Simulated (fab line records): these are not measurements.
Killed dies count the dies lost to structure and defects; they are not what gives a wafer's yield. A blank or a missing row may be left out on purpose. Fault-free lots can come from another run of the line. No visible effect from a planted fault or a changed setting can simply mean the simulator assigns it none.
Comparing a struck lot with a sound one    flow sky130    15 out of 708 route steps
Sound: wafers L594.2, L594.3, L594.5. Wafers struck: L588.1, L588.3, L588.5. At the end, the cause is stated.
For every step that has rows: the tool of each side, followed by ch and its chambers, followed by its first start. Under that, the readings that differ: sound wafers    struck wafers    difference of the means    sigmas: that difference in standard deviations of wafers without a fault.
alike: words and numbers the same on both sides, and readings whose means are apart by under 2 such deviations; not compared: readings that were withheld, readings missing a value for some wafer, numbers with overlapping values and no deviation given by the record, and bounds like >300 which may hide the same value.
A row with sigmas, a row that says differs or no value, or rows on one side alone: a step with any of these is where the two part. Numbers that don't overlap but have no deviation are shown without sigmas and don't part them. A reading missing from all wafers of one side parts the sides only when that side holds two or more wafers.

first, 1 step without rows for these wafers: SKY_VT_ADJUST_LVTN_IMPLANT_19.
SKY_VT_ADJUST_LVTN_STRIP_20: strips in O2/N2.
  sound on plasma-asher-01 ch 0,1, day 12 01:46; struck on plasma-asher-03 ch 1, day 10 11:09
  alike: drypump-motor-current-A, oes-product-au, strip-time-to-endpoint-s
  not compared: rf-hours-counter-h
SKY_VT_ADJUST_LVTN_TW_MEAS_21:
  struck on film-metro-03, day 10 11:15; sound on film-metro-03, day 12 01:53
  alike: VT_ADJUST_LVTN_2_TW
then, 7 steps without rows for these wafers: SKY_VT_ADJUST_NCORE_DEHYDRATE_00 (time 60 s); SKY_VT_ADJUST_NCORE_HMDS_01 (prime time 60 s); SKY_VT_ADJUST_NCORE_COAT_02 (resist thk 1140 nm); SKY_VT_ADJUST_NCORE_SOFTBAKE_03 (time 60 s); SKY_VT_ADJUST_NCORE_EXPOSE_04 (exposes mask LVTN COMPLEMENT THIN, target cd 380 nm); SKY_VT_ADJUST_NCORE_PEB_05; SKY_VT_ADJUST_NCORE_DEVELOP_06 (develop time 60 s).
SKY_VT_ADJUST_NCORE_CD_MEAS_07: target cd 380 nm.
  struck on cd-sem-01, day 11 10:22; sound on cd-sem-01, day 13 02:44
  alike: cd-nm
SKY_VT_ADJUST_NCORE_OVL_MEAS_08:
  struck on overlay-02, day 11 10:29; sound on overlay-01, day 13 02:50
  alike: VT_ADJUST_NCORE_OVL
SKY_VT_ADJUST_NCORE_IMPLANT_09:
  struck on implanter-04, day 11 10:31; sound on implanter-04 ch 0, day 13 02:54
  no value came back on the struck wafers for beam-energy-keV, beam-on-s (s); on the sound wafers beam-energy-keV reads 9.9995 9.9988 9.9955
SKY_VT_ADJUST_NCORE_STRIP_10: strips in O2/N2.
  sound on plasma-asher-03 ch 0,1, day 13 03:01; struck on plasma-asher-02 ch 0,1, day 11 10:40
reading                       sound              struck             difference  sigmas
strip-time-to-endpoint-s (s)  14.25 14.22 14.23  14.12 14.14 14.16  -0.09       -2
  alike: drypump-motor-current-A, oes-product-au
  not compared: rf-hours-counter-h
SKY_VT_ADJUST_NCORE_TW_MEAS_11:
  struck on film-metro-02, day 11 10:46; sound on film-metro-04, day 13 03:08
reading             sound              struck          difference  sigmas
VT_ADJUST_NCORE_TW  216.3 215.7 216.0  30.0 30.2 30.0  -185.9      -99 or more

== WHERE THEY PART ==
Earliest at SKY_VT_ADJUST_NCORE_IMPLANT_09; latest, in this record, at SKY_VT_ADJUST_NCORE_TW_MEAS_11.

WHY: what had been put in by the simulator
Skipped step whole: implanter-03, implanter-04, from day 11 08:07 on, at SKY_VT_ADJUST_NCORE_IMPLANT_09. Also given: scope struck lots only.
